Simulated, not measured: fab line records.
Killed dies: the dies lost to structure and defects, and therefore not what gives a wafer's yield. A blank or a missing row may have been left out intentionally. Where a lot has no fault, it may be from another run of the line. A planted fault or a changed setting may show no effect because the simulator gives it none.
fab line records + flow sky130
[record]
- lots = 6
- wafers = 17
- last_day = 50
route steps=708 shown VT_ADJUST_LVTN@104 VT_ADJUST_NCORE@119 PAD_OPEN@708
lots that met no fault: from a run of the same line without faults
start_h: hours from the record's first day to the start of the lot's first wafer shown + wait_h: how many hours have passed since the lot's step before this one + " same as the row above + L1.1+2: one row covering several wafers at once + - no value, or no start was given + * or withheld: withheld + < > ~ a bound
route shown NAME@n: a module of which the file shows steps, and the number in the route of the first + usual: mean/standard deviation of fault-free wafers + same: alike in all rows + chamber/n: place in a boat + sites: the reading at each site + _std_site: the values' standard deviation + _edge_site: the outer-site mean with the inner-site mean subtracted + radius_mm: for every site, how far away it sits from the centre of the wafer + mask NAME#n: copy n + behind: the most recent tool/chamber to have shaped the wafer + hold: why the lot went on hold/how many hours it stayed there/how the hold came to an end + device: transistor that didn't switch, given as n, p or np + end of line: at the end of the route, the tests of the same wafers + where a step has no rows: the recipe by itself + killed: at the first sort, the dies lost to defects and structure; wafer yield is something else + map: dies across one wafer; x = killed, . = not, _ = none there
set.NAME: the setting as run; set.NAME@STEP: as run at that earlier step + model.NAME: the simulator's own value behind a step, which no gauge read
a table for each step, a row for each wafer; lots at some steps of the route
services: from which hour (start_h, from the record's first day; less than 0 if before it) a tool's chamber was out of use, for how many hours, and why
[[steps]]
[step SKY_VT_ADJUST_LVTN_OVL_MEAS_07]
[usual]
- VT_ADJUST_LVTN_OVL = 0.0/1.3
| lot.wafer | tool       | chamber | start_h | wait_h | VT_ADJUST_LVTN_OVL[nm] |
|-----------|------------|---------|---------|--------|------------------------|
| L263.1    | overlay-01 | -       | 159.25  | -      | -1.0                   |
| L263.5    | "          | -       | "       | "      | -2.3                   |
| L263.6    | "          | -       | "       | "      | -2.3                   |
| L272.1    | overlay-01 | -       | 198.08  | -      | -0.6                   |
| L272.2    | "          | -       | "       | "      | 0.0                    |
| L272.3    | "          | -       | "       | "      | -0.2                   |
| L277.1    | overlay-02 | -       | 237.30  | -      | 0.0                    |
| L277.2    | "          | -       | "       | "      | -1.6                   |
| L277.3    | "          | -       | "       | "      | 0.3                    |
| L279.3    | overlay-01 | -       | 246.84  | -      | 0.5                    |
| L279.4    | "          | -       | "       | "      | 1.9                    |
| L279.6    | "          | -       | "       | "      | 1.7                    |
| L281.3    | overlay-01 | -       | 259.14  | -      | 2.5                    |
| L281.4    | "          | -       | "       | "      | -1.1                   |
| L283.1    | overlay-02 | -       | 270.85  | -      | -2.0                   |
| L283.3    | "          | -       | "       | "      | -0.7                   |
| L283.5    | "          | -       | "       | "      | -1.4                   |
[step SKY_VT_ADJUST_LVTN_IMPLANT_08]
[recipe]
- species = B
- energy_kev = 30
- dose_cm2 = 1.57e+12
- tilt_deg = withheld
[step SKY_VT_ADJUST_LVTN_STRIP_09]
[recipe]
- chemistry = O2/N2
- power_w = 1400
- pressure_mtorr = 1500
- platen_temp_c = withheld
- o2_flow_sccm = 3000
- n2_flow_sccm = 300
- overash_fraction = 0.5
[usual]
- drypump_motor_current_A = 5.7/0.57
- oes_product_au = 0.723/0.0041
- strip_time_to_endpoint_s = 36.49/0.098
[same]
- overash_fraction = 0.5
| lot.wafer | tool            | chamber | start_h | wait_h | drypump_motor_current_A | oes_product_au | rf_hours_counter_h | strip_time_to_endpoint_s |
|-----------|-----------------|---------|---------|--------|-------------------------|----------------|--------------------|--------------------------|
| L263.1    | plasma_asher-01 | 1       | 159.43  | 0.1    | 5.5                     | 0.724          | 4                  | 36.55                    |
| L263.5    | "               | 1       | "       | "      | 5.4                     | 0.726          | -                  | 36.61                    |
| L263.6    | "               | 0       | "       | "      | 6.7                     | 0.723          | -                  | 36.42                    |
| L272.1    | plasma_asher-02 | 1       | 198.26  | 0.1    | 5.6                     | 0.729          | 50                 | 36.51                    |
| L272.2    | "               | 0       | "       | "      | 4.9                     | 0.723          | 50                 | 36.53                    |
| L272.3    | "               | 1       | "       | "      | 5.6                     | 0.726          | -                  | 36.46                    |
| L277.1    | plasma_asher-02 | 0       | 237.48  | 0.1    | 4.9                     | 0.720          | 54                 | 36.52                    |
| L277.2    | "               | 1       | "       | "      | 5.6                     | 0.726          | 54                 | 36.54                    |
| L277.3    | "               | 0       | "       | "      | 4.9                     | 0.724          | -                  | 36.60                    |
| L279.3    | plasma_asher-02 | 0       | 247.05  | 0.1    | 4.9                     | 0.720          | -                  | 36.46                    |
| L279.4    | "               | 1       | "       | "      | 5.6                     | 0.724          | -                  | 36.49                    |
| L279.6    | "               | 0       | "       | "      | 4.9                     | 0.721          | -                  | 36.54                    |
| L281.3    | plasma_asher-02 | 0       | 259.35  | 0.1    | 4.9                     | 0.718          | -                  | 36.38                    |
| L281.4    | "               | 1       | "       | "      | 5.6                     | 0.725          | -                  | 36.29                    |
| L283.1    | plasma_asher-04 | 0       | 271.03  | 0.1    | 5.7                     | 0.718          | 59                 | 36.52                    |
| L283.3    | "               | 1       | "       | "      | 6.1                     | 0.723          | -                  | 36.54                    |
| L283.5    | "               | 0       | "       | "      | 5.8                     | 0.725          | -                  | 36.58                    |
[step SKY_VT_ADJUST_LVTN_TW_MEAS_10]
[usual]
- VT_ADJUST_LVTN_TW = 241.5/1.8
| lot.wafer | tool          | chamber | start_h | wait_h | VT_ADJUST_LVTN_TW |
|-----------|---------------|---------|---------|--------|-------------------|
| L263.1    | film_metro-02 | -       | 159.53  | 0.1    | 243.6             |
| L263.5    | "             | -       | "       | "      | 242.6             |
| L263.6    | "             | -       | "       | "      | 241.7             |
| L272.1    | film_metro-01 | -       | 198.36  | 0.1    | 243.4             |
| L272.2    | "             | -       | "       | "      | 245.5             |
| L272.3    | "             | -       | "       | "      | 245.9             |
| L277.1    | film_metro-01 | -       | 237.58  | 0.1    | 243.3             |
| L277.2    | "             | -       | "       | "      | 243.5             |
| L277.3    | "             | -       | "       | "      | 243.9             |
| L279.3    | film_metro-01 | -       | 247.13  | 0.1    | 241.6             |
| L279.4    | "             | -       | "       | "      | 242.9             |
| L279.6    | "             | -       | "       | "      | 240.7             |
| L281.3    | film_metro-04 | -       | 259.43  | 0.1    | 242.1             |
| L281.4    | "             | -       | "       | "      | 241.0             |
| L283.1    | film_metro-02 | -       | 271.13  | 0.1    | 240.5             |
| L283.3    | "             | -       | "       | "      | 241.8             |
| L283.5    | "             | -       | "       | "      | 240.5             |
[step SKY_VT_ADJUST_LVTN_DEHYDRATE_11]
[recipe]
- temp_c = 200
- time_s = 60
[step SKY_VT_ADJUST_LVTN_HMDS_12]
[recipe]
- prime_time_s = 60
- prime_temp_c = 120
[step SKY_VT_ADJUST_LVTN_COAT_13]
[recipe]
- resist = NOVOLAK
- spin_rpm = 3000
- resist_thk_nm = 1140
[step SKY_VT_ADJUST_LVTN_SOFTBAKE_14]
[recipe]
- temp_c = 90
- time_s = 60
- resist = NOVOLAK
[step SKY_VT_ADJUST_LVTN_EXPOSE_15]
[recipe]
- mask_id = HVN_STD_DERIVED
- na = 0.6
- source_shape = conventional
- sigma_outer = 0.6
- polarization = unpolarized
- target_cd_nm = 600
- dose_mj = 163
[step SKY_VT_ADJUST_LVTN_PEB_16]
[recipe]
- temp_c = withheld
- time_s = *
- resist = NOVOLAK
[step SKY_VT_ADJUST_LVTN_DEVELOP_17]
[recipe]
- resist = NOVOLAK
- developer = TMAH
- develop_time_s = 60
- dev_temp_c = 23
[step SKY_VT_ADJUST_LVTN_OVL_MEAS_18]
[usual]
- VT_ADJUST_LVTN_01_OVL = -1.2/1.3
| lot.wafer | tool       | chamber | start_h | wait_h | VT_ADJUST_LVTN_01_OVL[nm] |
|-----------|------------|---------|---------|--------|---------------------------|
| L263.1    | overlay-02 | -       | 179.40  | 0.1    | -1.0                      |
| L263.5    | "          | -       | "       | "      | -1.5                      |
| L263.6    | "          | -       | "       | "      | -1.6                      |
| L272.1    | overlay-01 | -       | 220.48  | 0.1    | 0.1                       |
| L272.2    | "          | -       | "       | "      | -0.5                      |
| L272.3    | "          | -       | "       | "      | -0.1                      |
| L277.1    | overlay-02 | -       | 260.70  | 0.1    | -3.6                      |
| L277.2    | "          | -       | "       | "      | -2.9                      |
| L277.3    | "          | -       | "       | "      | -1.3                      |
| L279.3    | overlay-01 | -       | 271.04  | 0.1    | -0.5                      |
| L279.4    | "          | -       | "       | "      | -2.7                      |
| L279.6    | "          | -       | "       | "      | 0.0                       |
| L281.3    | overlay-02 | -       | 283.14  | 0.1    | -4.5                      |
| L281.4    | "          | -       | "       | "      | -1.7                      |
| L283.1    | overlay-02 | -       | 296.05  | 0.1    | -0.9                      |
| L283.3    | "          | -       | "       | "      | -1.0                      |
| L283.5    | "          | -       | "       | "      | 0.0                       |
[step SKY_VT_ADJUST_LVTN_IMPLANT_19]
[recipe]
- species = B
- energy_kev = 30
- dose_cm2 = 6.5e+11
- tilt_deg = withheld
[usual]
- beam_on_s = 9.97/0.19
| lot.wafer | tool         | chamber | start_h | wait_h | beam_on_s |
|-----------|--------------|---------|---------|--------|-----------|
| L263.1    | implanter-02 | 0       | 179.43  | 0.0    | 10.12     |
| L263.5    | "            | 0       | "       | "      | 10.08     |
| L263.6    | "            | 0       | "       | "      | 9.75      |
| L272.1    | implanter-03 | 0       | 220.51  | 0.0    | 9.78      |
| L272.2    | "            | 0       | "       | "      | 9.94      |
| L272.3    | "            | 0       | "       | "      | 10.09     |
| L277.1    | implanter-02 | 0       | 260.73  | 0.0    | 9.75      |
| L277.2    | "            | 0       | "       | "      | 10.09     |
| L277.3    | "            | 0       | "       | "      | 9.68      |
| L279.3    | implanter-02 | 0       | 271.11  | 0.1    | 9.86      |
| L279.4    | "            | 0       | "       | "      | 10.16     |
| L279.6    | "            | 0       | "       | "      | 9.79      |
| L281.3    | implanter-03 | 0       | 283.21  | 0.1    | 10.06     |
| L281.4    | "            | 0       | "       | "      | 9.88      |
| L283.1    | implanter-03 | 0       | 296.08  | 0.0    | 10.38     |
| L283.3    | "            | 0       | "       | "      | 9.59      |
| L283.5    | "            | 0       | "       | "      | 10.08     |
[step SKY_VT_ADJUST_LVTN_STRIP_20]
[recipe]
- chemistry = O2/N2
- power_w = 1400
- pressure_mtorr = 1500
- platen_temp_c = withheld
- o2_flow_sccm = 3000
- n2_flow_sccm = 300
- overash_fraction = 0.5
[usual]
- drypump_motor_current_A = 5.7/0.57
- oes_product_au = 0.715/0.0049
- strip_time_to_endpoint_s = 14.19/0.043
[same]
- overash_fraction = 0.5
| lot.wafer | tool            | chamber | start_h | wait_h | drypump_motor_current_A | oes_product_au | rf_hours_counter_h | strip_time_to_endpoint_s |
|-----------|-----------------|---------|---------|--------|-------------------------|----------------|--------------------|--------------------------|
| L263.1    | plasma_asher-02 | 0       | 179.58  | 0.1    | 4.9                     | 0.708          | 48                 | 14.22                    |
| L263.5    | "               | 0       | "       | "      | 4.9                     | 0.715          | -                  | 14.16                    |
| L263.6    | "               | 1       | "       | "      | 5.6                     | 0.715          | -                  | 14.17                    |
| L272.1    | plasma_asher-02 | 1       | 220.66  | 0.1    | 5.5                     | 0.714          | 52                 | 14.19                    |
| L272.2    | "               | 0       | "       | "      | 4.9                     | 0.718          | 52                 | 14.19                    |
| L272.3    | "               | 0       | "       | "      | 4.9                     | 0.714          | -                  | 14.13                    |
| L277.1    | plasma_asher-01 | 1       | 260.88  | 0.1    | 5.5                     | 0.719          | 14                 | 14.16                    |
| L277.2    | "               | 0       | "       | "      | 6.7                     | 0.719          | 14                 | 14.16                    |
| L277.3    | "               | 1       | "       | "      | 5.5                     | 0.708          | -                  | 14.16                    |
| L279.3    | plasma_asher-01 | 1       | 271.25  | 0.1    | 5.5                     | 0.722          | -                  | 14.17                    |
| L279.4    | "               | 0       | "       | "      | 6.6                     | 0.704          | -                  | 14.14                    |
| L279.6    | "               | 1       | "       | "      | 5.5                     | 0.712          | -                  | 14.17                    |
| L281.3    | plasma_asher-01 | 0       | 283.35  | 0.1    | 6.6                     | 0.714          | -                  | 14.18                    |
| L281.4    | "               | 1       | "       | "      | 5.4                     | 0.714          | -                  | 14.20                    |
| L283.1    | plasma_asher-01 | 1       | 296.23  | 0.1    | 5.5                     | 0.716          | 17                 | 14.18                    |
| L283.3    | "               | 1       | "       | "      | 5.5                     | 0.714          | -                  | 14.20                    |
| L283.5    | "               | 1       | "       | "      | 5.5                     | 0.712          | -                  | 14.20                    |
[step SKY_VT_ADJUST_LVTN_TW_MEAS_21]
[usual]
- VT_ADJUST_LVTN_2_TW = 188.4/1.4
| lot.wafer | tool          | chamber | start_h | wait_h | VT_ADJUST_LVTN_2_TW |
|-----------|---------------|---------|---------|--------|---------------------|
| L263.1    | film_metro-04 | -       | 179.68  | 0.1    | 186.1               |
| L263.5    | "             | -       | "       | "      | 187.1               |
| L263.6    | "             | -       | "       | "      | 186.2               |
| L272.1    | film_metro-02 | -       | 220.76  | 0.1    | 189.2               |
| L272.2    | "             | -       | "       | "      | 188.7               |
| L272.3    | "             | -       | "       | "      | 188.2               |
| L277.1    | film_metro-04 | -       | 260.98  | 0.1    | 177.1               |
| L277.2    | "             | -       | "       | "      | 176.5               |
| L277.3    | "             | -       | "       | "      | 178.2               |
| L279.3    | film_metro-01 | -       | 271.33  | 0.1    | 178.9               |
| L279.4    | "             | -       | "       | "      | 179.5               |
| L279.6    | "             | -       | "       | "      | 179.3               |
| L281.3    | film_metro-01 | -       | 283.43  | 0.1    | 189.3               |
| L281.4    | "             | -       | "       | "      | 190.1               |
| L283.1    | film_metro-04 | -       | 296.33  | 0.1    | 188.5               |
| L283.3    | "             | -       | "       | "      | 188.6               |
| L283.5    | "             | -       | "       | "      | 188.1               |
[step SKY_VT_ADJUST_NCORE_DEHYDRATE_00]
[recipe]
- temp_c = 200
- time_s = 60
[step SKY_PAD_OPEN_PROBE_99]
[usual]
- killed_at_M0_to_M3 = 44/6.9
- killed_at_M4_up = 3.3/2
- killed_at_contacts = 25/5.4
- killed_at_front_end = 16/4.6
- killed_at_other = 0.2/0.51
- killed_dies = 88/8.9
- killed_open = 48/6.8
- killed_short = 39/5.8
[same]
- gross_dies = 492
- killed_at_back_side = 0
| lot.wafer | tool      | chamber | start_h | wait_h | killed_at_M0_to_M3 | killed_at_M4_up | killed_at_contacts | killed_at_front_end | killed_at_other | killed_dies | killed_open | killed_short | model.etest.res_pwell_under_gate.rs_ohm_sq | model.etest.res_pwell_under_gate.rs_ohm_sq_range | model.etest.tip_n_5v.rs_ohm_sq_range | model.etest.nfet_16v.body_rise_v | model.etest.nfet_g5v0d10v5.body_rise_v | model.etest.nfet_g5v0d10v5.vt_sat_v | model.etest.nfet_g5v0d10v5.vt_v | model.etest.nfet_16v.vt_v |
|-----------|-----------|---------|---------|--------|--------------------|-----------------|--------------------|---------------------|-----------------|-------------|-------------|--------------|--------------------------------------------|--------------------------------------------------|--------------------------------------|----------------------------------|----------------------------------------|-------------------------------------|---------------------------------|---------------------------|
| L263.1    | prober-02 | -       | 1094.71 | 0.1    | 43                 | 4               | 25                 | 9                   | 0               | 81          | 49          | 31           | 2293                                       | 38.86                                            | 26.01                                | 0.6622                           | 0.6619                                 | 0.7591                              | 0.815                           | 0.7615                    |
| L263.5    | prober-02 | -       | 1094.91 | 0.2    | 46                 | 4               | 21                 | 17                  | 0               | 88          | 50          | 38           | 2303                                       | 74.5                                             | 28.92                                | 0.6637                           | 0.6638                                 | 0.76                                | 0.8199                          | 0.7675                    |
| L263.6    | prober-02 | -       | 1094.96 | 0.2    | 42                 | 7               | 27                 | 13                  | 0               | 89          | 46          | 42           | 2304                                       | 67.21                                            | 19.86                                | 0.657                            | 0.6563                                 | 0.7547                              | 0.811                           | 0.7641                    |
| L272.1    | prober-01 | -       | 1135.61 | 0.1    | 49                 | 7               | 20                 | 9                   | 0               | 85          | 47          | 34           | 2281                                       | 73.37                                            | 19.89                                | 0.6633                           | 0.6632                                 | 0.7641                              | 0.8214                          | 0.7626                    |
| L272.2    | prober-01 | -       | 1135.66 | 0.1    | 42                 | 7               | 25                 | 16                  | 0               | 90          | 50          | 39           | 2276                                       | 40.23                                            | 28.62                                | 0.6672                           | 0.6673                                 | 0.7545                              | 0.8177                          | 0.7642                    |
| L272.3    | prober-01 | -       | 1135.71 | 0.2    | 51                 | 4               | 16                 | 14                  | 0               | 85          | 48          | 37           | 2258                                       | 67.84                                            | 19.47                                | 0.6712                           | 0.6702                                 | 0.7784                              | 0.8395                          | 0.7787                    |
| L277.1    | prober-02 | -       | 1159.38 | 0.1    | 62                 | 6               | 18                 | 16                  | 0               | 102         | 58          | 44           | 2296                                       | 70.89                                            | 37.43                                | 0.6476                           | 0.6462                                 | 0.7472                              | 0.814                           | 0.7631                    |
| L277.2    | prober-02 | -       | 1159.43 | 0.1    | 49                 | 2               | 21                 | 15                  | 0               | 87          | 50          | 36           | 2308                                       | 63.15                                            | 30.81                                | 0.6638                           | 0.6632                                 | 0.7561                              | 0.8234                          | 0.7806                    |
| L277.3    | prober-02 | -       | 1159.48 | 0.2    | 54                 | 6               | 15                 | 15                  | 1               | 91          | 43          | 46           | 2326                                       | 69.5                                             | 49.82                                | 0.6607                           | 0.6603                                 | 0.751                               | 0.8195                          | 0.7763                    |
| L279.3    | prober-02 | -       | 1169.50 | 0.2    | 40                 | 6               | 29                 | 15                  | 0               | 90          | 47          | 43           | 2313                                       | 79.5                                             | 24.87                                | 0.6394                           | 0.6411                                 | 0.7364                              | 0.7961                          | 0.7486                    |
| L279.4    | prober-02 | -       | 1169.55 | 0.2    | 41                 | 3               | 21                 | 9                   | 0               | 74          | 38          | 36           | 2298                                       | 70.74                                            | 38.43                                | 0.6441                           | 0.6436                                 | 0.7482                              | 0.8098                          | 0.7572                    |
| L279.6    | prober-02 | -       | 1169.65 | 0.2    | 40                 | 2               | 17                 | 17                  | 0               | 76          | 38          | 38           | 2332                                       | 134.4                                            | 26.62                                | 0.6398                           | 0.6386                                 | 0.7339                              | 0.7969                          | 0.744                     |
| L283.1    | prober-01 | -       | 1196.78 | 0.1    | 40                 | 5               | 22                 | 14                  | 1               | 82          | 45          | 36           | 2275                                       | 78.93                                            | 34.33                                | 0.6618                           | 0.6611                                 | 0.7643                              | 0.8182                          | 0.763                     |
| L283.3    | prober-01 | -       | 1196.88 | 0.2    | 37                 | 5               | 31                 | 11                  | 0               | 84          | 52          | 32           | 2270                                       | 50.59                                            | 24.56                                | 0.6717                           | 0.6686                                 | 0.7625                              | 0.8206                          | 0.7641                    |
| L283.5    | prober-01 | -       | 1196.98 | 0.2    | 48                 | 9               | 14                 | 9                   | 0               | 80          | 46          | 34           | 2267                                       | 54.66                                            | 29.63                                | 0.6704                           | 0.6667                                 | 0.7519                              | 0.8095                          | 0.7611                    |
| L281.3    | prober-02 | -       | 1199.88 | 0.2    | 31                 | 4               | 25                 | 20                  | 0               | 80          | 45          | 35           | 2280                                       | 24.52                                            | 31.25                                | 0.6629                           | 0.6644                                 | 0.7511                              | 0.8119                          | 0.7627                    |
| L281.4    | prober-02 | -       | 1199.93 | 0.2    | 52                 | 2               | 18                 | 22                  | 0               | 94          | 58          | 35           | 2298                                       | 43.39                                            | 36.2                                 | 0.6494                           | 0.651                                  | 0.7571                              | 0.8119                          | 0.7592                    |
// killed by level:class
L263.1 VIA1:geometric_particle:open=14 CONTACT:geometric_particle:open=11 METAL2:geometric_particle:short=6 FIELD_ISO:geometric_particle:open=5 VIA1:geometric_particle:short=5 LI_CONTACT:geometric_particle:open=4 LOCAL_INTERCONNECT:geometric_particle:short=4 VIA2:geometric_particle:open=4
L263.5 VIA1:geometric_particle:open=10 METAL1:geometric_particle:short=8 LI_CONTACT:geometric_particle:open=8 VIA3:geometric_particle:open=7 CONTACT:geometric_particle:open=6 FIELD_ISO:geometric_particle:short=5 FIELD_ISO:geometric_particle:open=4 VIA1:geometric_particle:short=4
L263.6 CONTACT:geometric_particle:open=11 VIA1:geometric_particle:open=11 METAL2:geometric_particle:short=9 FIELD_ISO:geometric_particle:open=6 VIA3:geometric_particle:short=5 METAL4:geometric_particle:short=5 POLY_GATE:geometric_particle:short=4 LI_CONTACT:geometric_particle:open=4
L272.1 VIA1:geometric_particle:open=13 LI_CONTACT:geometric_particle:open=10 METAL1:geometric_particle:short=7 CONTACT:geometric_particle:open=6 VIA3:geometric_particle:open=6 FIELD_ISO:geometric_particle:open=5 METAL2:geometric_particle:short=5 VIA1:geometric_particle:short=5
L272.2 VIA1:geometric_particle:open=15 CONTACT:geometric_particle:open=11 FIELD_ISO:geometric_particle:open=8 VIA1:geometric_particle:short=7 METAL4:geometric_particle:short=6 LI_CONTACT:geometric_particle:open=6 METAL1:geometric_particle:short=5 METAL2:geometric_particle:short=4
L272.3 VIA1:geometric_particle:open=12 METAL1:geometric_particle:short=8 VIA2:geometric_particle:open=8 VIA3:geometric_particle:open=7 FIELD_ISO:geometric_particle:open=6 LI_CONTACT:geometric_particle:open=4 CONTACT:geometric_particle:short=4 VIA3:geometric_particle:short=3
L277.1 VIA1:geometric_particle:open=18 VIA3:geometric_particle:open=12 VIA2:geometric_particle:open=8 METAL1:geometric_particle:short=8 VIA3:geometric_particle:short=6 METAL4:geometric_particle:short=5 FIELD_ISO:geometric_particle:open=4 LI_CONTACT:geometric_particle:open=4
L277.2 VIA1:geometric_particle:open=18 VIA3:geometric_particle:open=8 POLY_GATE:geometric_particle:short=7 CONTACT:geometric_particle:open=7 VIA2:geometric_particle:open=6 CONTACT:geometric_particle:short=4 METAL1:geometric_particle:short=4 VIA1:geometric_particle:short=4
L277.3 VIA2:geometric_particle:open=9 VIA3:geometric_particle:open=8 VIA1:geometric_particle:short=7 METAL2:geometric_particle:short=7 VIA1:geometric_particle:open=6 LI_CONTACT:geometric_particle:open=6 METAL4:geometric_particle:short=5 METAL1:geometric_particle:short=5
L279.3 CONTACT:geometric_particle:open=10 CONTACT:geometric_particle:short=7 VIA1:geometric_particle:open=7 VIA2:geometric_particle:open=7 LI_CONTACT:geometric_particle:open=6 VIA1:geometric_particle:short=6 METAL4:geometric_particle:short=6 FIELD_ISO:geometric_particle:open=5
L279.4 VIA2:geometric_particle:open=9 VIA3:geometric_particle:open=8 CONTACT:geometric_particle:open=7 VIA1:geometric_particle:open=5 CONTACT:geometric_particle:short=5 VIA3:geometric_particle:short=5 LI_CONTACT:geometric_particle:open=4 METAL2:geometric_particle:short=4
L279.6 METAL1:geometric_particle:short=7 VIA1:geometric_particle:open=7 FIELD_ISO:geometric_particle:open=6 CONTACT:geometric_particle:open=6 VIA2:geometric_particle:open=6 LOCAL_INTERCONNECT:geometric_particle:short=4 VIA1:geometric_particle:short=4 VIA2:geometric_particle:short=4
L283.1 VIA1:geometric_particle:open=8 CONTACT:geometric_particle:open=7 LI_CONTACT:geometric_particle:open=6 VIA2:geometric_particle:open=6 VIA2:geometric_particle:short=5 VIA3:geometric_particle:open=5 VIA1:geometric_particle:short=5 FIELD_ISO:geometric_particle:short=4
L283.3 CONTACT:geometric_particle:open=12 VIA2:geometric_particle:open=9 LI_CONTACT:geometric_particle:open=8 VIA1:geometric_particle:open=7 VIA3:geometric_particle:open=6 LOCAL_INTERCONNECT:geometric_particle:short=5 METAL4:geometric_particle:short=5 LI_CONTACT:geometric_particle:short=4
L283.5 VIA2:geometric_particle:open=10 CONTACT:geometric_particle:open=9 VIA1:geometric_particle:open=9 VIA3:geometric_particle:open=7 METAL4:geometric_particle:short=7 FIELD_ISO:geometric_particle:short=5 METAL2:geometric_particle:short=5 METAL1:geometric_particle:short=4
L281.3 VIA1:geometric_particle:open=9 CONTACT:geometric_particle:short=9 FIELD_ISO:geometric_particle:open=8 LI_CONTACT:geometric_particle:open=6 POLY_GATE:geometric_particle:short=5 CONTACT:geometric_particle:open=5 VIA2:geometric_particle:open=5 VIA1:geometric_particle:short=4
L281.4 VIA1:geometric_particle:open=9 CONTACT:geometric_particle:open=9 VIA2:geometric_particle:open=9 FIELD_ISO:geometric_particle:short=8 FIELD_ISO:geometric_particle:open=6 POLY_GATE:geometric_particle:open=6 VIA3:geometric_particle:open=6 METAL2:geometric_particle:short=6
[[services]]
| tool            | chamber | start_h | hours | kind   |
|-----------------|---------|---------|-------|--------|
| implanter-03    | -       | 165.20  | 2.0   | repair |
| plasma_asher-02 | -       | 171.39  | 3.0   | repair |
| plasma_asher-02 | -       | 200.90  | 0.4   | repair |
| implanter-02    | -       | 211.53  | 4.2   | pm     |
[[key]]
[first_sign]
- step = SKY_VT_ADJUST_LVTN_TW_MEAS_21
- reading = VT_ADJUST_LVTN_2_TW
- direction = down
- sigmas = 7.3
- usual = 188.4
- struck = 178.2
effect none on later readings
[model_effect]
- step = SKY_PAD_OPEN_PROBE_99
- value = etest.res_pwell_under_gate.rs_ohm_sq
- without = 2278
- struck = 2312
met_at SKY_VT_ADJUST_LVTN_IMPLANT_19
struck_wafers L277.1,L277.2,L277.3,L279.3,L279.4,L279.6
tester_left_out L277,L279
onset_between 179.43 260.73
[fault]
- kind = process_parameter_drift
- tool = implanter-02
- chamber = -
- onset_h = 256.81
- steps = SKY_VT_ADJUST_LVTN_IMPLANT_19
- channel = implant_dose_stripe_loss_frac
- offset = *
- shape = step
- end_h = 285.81
// tester_left_out: of these lots the tester's yield and bins aren't shown, on N5 and GAA mostly nor the transistor test; their killed dies are dies lost to structure and defects alone, not to doping, threshold or leakage, so they don't give the yield
